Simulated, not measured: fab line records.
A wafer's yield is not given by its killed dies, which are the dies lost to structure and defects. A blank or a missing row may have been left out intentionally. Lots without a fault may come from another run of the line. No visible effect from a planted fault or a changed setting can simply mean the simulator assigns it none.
Lot-split experiment :: flow sfqLine :: route with 325 steps; 5 lots, 23 wafers read

## THE SPLIT
At SFQ_TRILAYER_M3_DEP_SPUTTER_073 (material Nb, target thk 200 nm, time 133.3 s), the setting powerW was moved away from the recipe's 2000 W on 9 of the 23 wafers read, by -11.2% to +4.6%. The other wafers ran this setting at the recipe's value.

## FROM THE SPLIT TO THE READING: what the file shows between them, 2 steps
- SFQ_M3_RS_MEAS_919: measures by four-point-probe
- SFQ_TRILAYER_M3_BARC_OPEN_METAL_ETCH_100: etches BARC in O2, target depth 125 nm, time 41.7 s (also split here: icpW)

## THE READING
oesProductAu, in a.u., at SFQ_TRILAYER_M3_ETCH_METAL_ETCH_078 (etches Nb in Cl2/Ar, stops on SiO2, target depth 240 nm, time 120 s). Fault-free wafers of this fab line usually give 0.896 a.u., standard deviation 0.0084 a.u.

wafer: L074.1
tool, chamber at the split: pvdSputter-03, -
powerW as run, W: 2092
against the recipe: +4.6%
oesProductAu, a.u.: 0.924
against lot-mates on the recipe: +0.035

wafer: L074.2
tool, chamber at the split: pvdSputter-03, -
powerW as run, W: 2000
against the recipe: recipe
oesProductAu, a.u.: 0.892
against lot-mates on the recipe: -

wafer: L074.3
tool, chamber at the split: pvdSputter-03, -
powerW as run, W: 2092
against the recipe: +4.6%
oesProductAu, a.u.: 0.929
against lot-mates on the recipe: +0.040

wafer: L074.4
tool, chamber at the split: pvdSputter-03, -
powerW as run, W: 2000
against the recipe: recipe
oesProductAu, a.u.: 0.885
against lot-mates on the recipe: -

wafer: L074.5
tool, chamber at the split: pvdSputter-03, -
powerW as run, W: 2092
against the recipe: +4.6%
oesProductAu, a.u.: 0.917
against lot-mates on the recipe: +0.028

wafer: L077.1
tool, chamber at the split: pvdSputter-06, -
powerW as run, W: 2000
against the recipe: recipe
oesProductAu, a.u.: 0.905
against lot-mates on the recipe: -

wafer: L077.3
tool, chamber at the split: pvdSputter-06, -
powerW as run, W: 1777
against the recipe: -11.2%
oesProductAu, a.u.: 0.839
against lot-mates on the recipe: -0.063

wafer: L077.4
tool, chamber at the split: pvdSputter-06, -
powerW as run, W: 2000
against the recipe: recipe
oesProductAu, a.u.: 0.900
against lot-mates on the recipe: -

wafer: L077.5
tool, chamber at the split: pvdSputter-06, -
powerW as run, W: 1777
against the recipe: -11.2%
oesProductAu, a.u.: 0.817
against lot-mates on the recipe: -0.085

wafer: L077.6
tool, chamber at the split: pvdSputter-06, -
powerW as run, W: 2000
against the recipe: recipe
oesProductAu, a.u.: 0.900
against lot-mates on the recipe: -

wafer: L078.1
tool, chamber at the split: pvdSputter-03, -
powerW as run, W: 2000
against the recipe: recipe
oesProductAu, a.u.: 0.902
against lot-mates on the recipe: -

wafer: L078.2
tool, chamber at the split: pvdSputter-03, -
powerW as run, W: 2062
against the recipe: +3.1%
oesProductAu, a.u.: 0.898
against lot-mates on the recipe: +0.004

wafer: L078.3
tool, chamber at the split: pvdSputter-03, -
powerW as run, W: 2000
against the recipe: recipe
oesProductAu, a.u.: 0.884
against lot-mates on the recipe: -

wafer: L078.5
tool, chamber at the split: pvdSputter-03, -
powerW as run, W: 2000
against the recipe: recipe
oesProductAu, a.u.: 0.897
against lot-mates on the recipe: -

wafer: L078.6
tool, chamber at the split: pvdSputter-03, -
powerW as run, W: 2062
against the recipe: +3.1%
oesProductAu, a.u.: 0.902
against lot-mates on the recipe: +0.008

wafer: L080.2
tool, chamber at the split: pvdSputter-04, -
powerW as run, W: 2000
against the recipe: recipe
oesProductAu, a.u.: 0.883
against lot-mates on the recipe: -

wafer: L080.5
tool, chamber at the split: pvdSputter-04, -
powerW as run, W: 2000
against the recipe: recipe
oesProductAu, a.u.: 0.884
against lot-mates on the recipe: -

wafer: L080.6
tool, chamber at the split: pvdSputter-04, -
powerW as run, W: 2000
against the recipe: recipe
oesProductAu, a.u.: 0.887
against lot-mates on the recipe: -

wafer: L083.1
tool, chamber at the split: pvdSputter-03, -
powerW as run, W: 2061
against the recipe: +3.0%
oesProductAu, a.u.: 0.916
against lot-mates on the recipe: +0.019

wafer: L083.2
tool, chamber at the split: pvdSputter-03, -
powerW as run, W: 2000
against the recipe: recipe
oesProductAu, a.u.: 0.895
against lot-mates on the recipe: -

wafer: L083.3
tool, chamber at the split: pvdSputter-03, -
powerW as run, W: 2000
against the recipe: recipe
oesProductAu, a.u.: 0.914
against lot-mates on the recipe: -

wafer: L083.5
tool, chamber at the split: pvdSputter-03, -
powerW as run, W: 2061
against the recipe: +3.0%
oesProductAu, a.u.: 0.926
against lot-mates on the recipe: +0.029

wafer: L083.6
tool, chamber at the split: pvdSputter-03, -
powerW as run, W: 2000
against the recipe: recipe
oesProductAu, a.u.: 0.883
against lot-mates on the recipe: -

THE FIT
A straight line over all 23 wafers: oesProductAu changes by +0.00594 a.u. for each +1% of powerW; r = +0.92; the points scatter about the line by 0.01 a.u.
The same after taking each lot's own level away (the mean of its wafers on the recipe; 23 wafers): +0.00659 a.u. for each +1%; r = +0.95; scatter 0.0087 a.u.
The reading moves by 0.073 a.u. for the largest change in powerW, on that fit.
The span of the lots' own levels, 0.8847 to 0.9017 a.u., comes to 2.0 times the standard deviation stated above.
The two slopes are in agreement: the lot-to-lot level therefore moves the slope only a little.
Check: with one of the wafers moved furthest among these (-11.2%) left out of the fit, the line predicts -0.0816 a.u. for it against its lot-mates. It came out at -0.0627 a.u. against them.

## OTHER SPLITS APPLIED TO THESE WAFERS
Before the reading, these wafers also passed through other splits. Each is held against what the fit with the lots' levels taken away leaves over:
other split on the same wafers: SFQ_TRILAYER_M2_LITHO_EXPOSE_058 doseMj
wafers away from the commonest value: 7
r with oesProductAu (lot level and that fit taken away): -0.04

other split on the same wafers: SFQ_TRILAYER_I2_CMP_CMP_064 leaveAboveRefNm
wafers away from the commonest value: 6
r with oesProductAu (lot level and that fit taken away): -0.19

other split on the same wafers: SFQ_TRILAYER_I2_VIA_LITHO_PEB_070 pebTempC
wafers away from the commonest value: 11
r with oesProductAu (lot level and that fit taken away): -0.29

other split on the same wafers: SFQ_TRILAYER_I2_VIA_ETCH_VIA_ETCH_070 sourceW
wafers away from the commonest value: 4
r with oesProductAu (lot level and that fit taken away): -0.09

other split on the same wafers: SFQ_TRILAYER_M3_BARC_OPEN_METAL_ETCH_100 icpW
wafers away from the commonest value: 5
r with oesProductAu (lot level and that fit taken away): +0.00

## THE WHOLE CHAIN: every reading that the file lists as answering this split, in the file's order
step: SFQ_TRILAYER_M3_DEP_SPUTTER_073
what it does: material Nb, target thk 200 nm, time 133.3 s
reading: Nb_of_TRILAYER_M3_DEP_SPUTTER_073.thkNm (the simulator's own value, which no gauge read)
change (the file's fit): +2.05 nm for each +1% of the setting
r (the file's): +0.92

step: SFQ_M3_RS_MEAS_919
what it does: measures by four-point-probe
reading: M3_NB_RS
change (the file's fit): -0.00985 for each +1% of the setting
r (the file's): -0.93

step: SFQ_TRILAYER_M3_ETCH_METAL_ETCH_078
what it does: etches Nb in Cl2/Ar, stops on SiO2, target depth 240 nm, time 120 s
reading: oesProductAu
change (the file's fit): +0.00649 a.u. for each +1% of the setting
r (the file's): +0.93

step: SFQ_TRILAYER_M3_ETCH_METAL_ETCH_078
what it does: etches Nb in Cl2/Ar, stops on SiO2, target depth 240 nm, time 120 s
reading: M3.featureDepthNm (the simulator's own value, which no gauge read)
change (the file's fit): +2.45 nm for each +1% of the setting
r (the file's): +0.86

## FILE'S OWN FIT
oesProductAu changes by +0.00649 a.u. for each +1% of powerW, r = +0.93.
